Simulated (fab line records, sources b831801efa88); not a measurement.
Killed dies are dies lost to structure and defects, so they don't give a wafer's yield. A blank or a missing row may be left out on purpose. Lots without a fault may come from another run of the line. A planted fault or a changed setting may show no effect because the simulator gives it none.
A struck lot beside a sound one | flow sky130 | 32 steps out of a route of 708
Sound: wafers L220.1, L220.3, L220.4. Struck: wafers L226.3, L226.4, L226.5. The cause comes at the end.
At each step with rows: each side's tool, then ch and its chambers, then its first start. Under that, the readings that differ: sound wafers | struck wafers | difference of the means | sigmas: that difference in standard deviations of wafers without a fault.
alike: readings whose means differ by less than 2 such deviations, and words and numbers that are the same on both sides. not compared: withheld readings, readings that some wafer has no value for, bounds like >300 that may hide the same value, and numbers for which the record gives no deviation and whose values overlap.
The two part at a step that has a row with sigmas, a row that says differs or no value, or rows on one side only. Numbers that don't overlap but have no deviation are shown without sigmas and don't part them. A reading that every wafer of one side lacks parts them only if that side has two wafers or more.

SKY_PWDE_OVL_MEAS_07:
  sound on overlay-02, day 4 04:48; struck on overlay-02, day 5 09:43
  alike: PWDE_OVL
then, 1 step without rows for these wafers: SKY_PWDE_IMPLANT_08.
SKY_PWDE_STRIP_09: strips in O2/N2.
  sound on plasma_asher-03 ch 0,1, day 4 05:02; struck on plasma_asher-02 ch 0,1, day 5 09:56
  alike: drypump_motor_current_A, oes_product_au, strip_time_to_endpoint_s
  not compared: rf_hours_counter_h
SKY_PWDE_TW_MEAS_10:
  sound on film_metro-03, day 4 05:08; struck on film_metro-02, day 5 10:01
  alike: PWDE_TW
then, 7 steps without rows for these wafers: SKY_NWELL_DEHYDRATE_03 (time 60 s); SKY_NWELL_HMDS_04 (prime time 60 s); SKY_NWELL_COAT_05 (resist thk 3000 nm); SKY_NWELL_SOFTBAKE_06; SKY_NWELL_EXPOSE_07 (exposes mask NWM, target cd 840 nm); SKY_NWELL_PEB_08; SKY_NWELL_DEVELOP_09 (develop time 60 s).
SKY_NWELL_OVL_MEAS_10:
  sound on overlay-02, day 4 21:29; struck on overlay-01, day 6 03:49
  alike: NWELL_00_OVL
SKY_NWELL_IMPLANT_11:
  sound on implanter-04 ch 0, day 4 21:31; struck on implanter-04 ch 0, day 6 03:53
  reading       | sound                            | struck                           | difference  | sigmas
  dose_ions_cm2 | 1.8989e+13 1.8986e+13 1.9017e+13 | 1.9715e+13 1.9737e+13 1.9731e+13 | +7.3033e+11 | +41
then, 2 steps without rows for these wafers: SKY_NWELL_IMPLANT_12; SKY_NWELL_IMPLANT_13.
SKY_NWELL_STRIP_14: strips in O2/N2.
  sound on plasma_asher-03 ch 0,1, day 4 21:58; struck on plasma_asher-01 ch 0,1, day 6 04:20
  alike: drypump_motor_current_A, oes_product_au, strip_time_to_endpoint_s
  not compared: rf_hours_counter_h
SKY_NWELL_TW_MEAS_15:
  sound on film_metro-03, day 4 22:04; struck on film_metro-04, day 6 04:25
  reading  | sound          | struck         | difference | sigmas
  NWELL_TW | 1820 1818 1825 | 1852 1847 1851 | +29        | +3
then, 7 steps without rows for these wafers: SKY_NWELL_DEHYDRATE_16 (time 60 s); SKY_NWELL_HMDS_17 (prime time 60 s); SKY_NWELL_COAT_18 (resist thk 3000 nm); SKY_NWELL_SOFTBAKE_19; SKY_NWELL_EXPOSE_20 (exposes mask NWM COMPLEMENT, target cd 840 nm); SKY_NWELL_PEB_21; SKY_NWELL_DEVELOP_22 (develop time 60 s).
SKY_NWELL_OVL_MEAS_23:
  sound on overlay-01, day 5 14:31; struck on overlay-01, day 6 23:26
  alike: NWELL_01_OVL
then, 1 step without rows for these wafers: SKY_NWELL_IMPLANT_24.
SKY_NWELL_STRIP_25: strips in O2/N2.
  sound on plasma_asher-01 ch 0,1, day 5 14:42; struck on plasma_asher-01 ch 0,1, day 6 23:39
  alike: drypump_motor_current_A, oes_product_au, strip_time_to_endpoint_s
  not compared: rf_hours_counter_h
SKY_NWELL_TW_MEAS_26:
  sound on film_metro-03, day 5 14:48; struck on film_metro-04, day 6 23:44
  alike: NWELL_2_TW
then, 1 step without rows for these wafers: SKY_NWELL_CLEAN_27 (cleans in SC1/SC2, time 150 s).
SKY_NWELL_RTA_28: time 30 s.
  sound on rtp_anneal-02 ch 0, day 5 14:55; struck on rtp_anneal-01 ch 0, day 6 23:52
  alike: lamp_power_pct, wafer_temp_C_max
SKY_NWELL_RS_MEAS_29: measures by four-point-probe.
  sound on film_metro-04, day 5 15:01; struck on film_metro-04, day 6 23:58
  reading           | sound             | struck            | difference | sigmas
  NWELL_RS (ohm/sq) | 625.4 626.0 624.4 | 610.7 611.2 612.1 | -13.9      | -7
SKY_PAD_OPEN_PROBE_99:
  the record has rows for the sound wafers here (prober-01, day 46 04:26) and none for the struck ones

WHERE THEY PART
First at SKY_NWELL_IMPLANT_11; last, within this record, at SKY_PAD_OPEN_PROBE_99.

WHY: what the simulator had put in
Process parameter drift: implanter-04, from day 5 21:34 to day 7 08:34, at SKY_NWELL_IMPLANT_11. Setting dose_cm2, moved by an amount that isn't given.
